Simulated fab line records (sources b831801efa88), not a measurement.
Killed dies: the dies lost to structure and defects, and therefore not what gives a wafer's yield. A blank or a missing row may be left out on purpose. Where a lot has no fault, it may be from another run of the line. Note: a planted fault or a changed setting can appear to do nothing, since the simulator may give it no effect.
Matching of chambers ; flow gf180mcu ; 4 sister chambers for GF_CONTACT_CMP_04 on cmp-02
The step polishes SiO2. 20 wafers are shown with their chamber, then 10 later ones without.

WAFERS PAIRED WITH THEIR CHAMBERS
wafer;chamber;motorCurrentA (A);timeToEndpointS (s)
L310.3;1;10.5;106
L310.4;0;10.2;117
L310.5;3;12.7;115
L311.1;1;10.4;102
L311.2;0;10.6;111
L311.3;2;9.3;111
L313.3;2;9.7;105
L313.4;3;12.7;112
L313.6;3;12.4;111
L312.1;2;8.9;108
L312.2;1;10.3;99
L312.6;3;12.4;109
L318.3;1;9.6;105
L318.4;2;9.0;112
L318.6;0;10.6;117
L319.1;3;13.0;111
L319.3;0;10.3;111
L319.6;3;13.0;117
L322.4;1;9.7;105
L322.5;3;13.2;118

SIGNATURES (averages over the wafers above)
reading;chamber 0;chamber 1;chamber 2;chamber 3;scatter within a chamber
motorCurrentA;10.425;10.100;9.225;12.771;0.334
timeToEndpointS;114.00;103.40;109.00;113.29;3.25
Rule: a wafer's distance from a chamber is the root of the sum, over the readings, of the square of ((its reading less the chamber's mean) divided by the reading's scatter). The wafer belongs to the nearest chamber; if the next one is less than 2 further off, it can't be placed. The scatter is the square root of a quotient: the sum, over the shown wafers, of each reading's squared deviation from its chamber's mean, divided by wafers minus chambers.

WAFERS MISSING THEIR CHAMBER
wafer;motorCurrentA (A);timeToEndpointS (s)
L322.6;9.4;117
L323.1;12.3;116
L323.5;10.4;119
L323.6;9.4;117
L324.4;8.6;117
L324.5;12.4;119
L324.6;10.5;115
L326.2;12.6;118
L326.5;8.7;118
L326.6;12.5;114

CHAMBER TAKEN BY EACH
wafer;from the rows above;in truth
L322.6;can't be placed: 2 or 0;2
L323.1;3;3
L323.5;0;0
L323.6;can't be placed: 2 or 0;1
L324.4;2;2
L324.5;3;3
L324.6;0;0
L326.2;3;3
L326.5;2;2
L326.6;3;3
Correctly placed: 8 of 10. These rows do not allow placing 2 (true chamber among the candidates in 1). Number placed wrongly: 0.
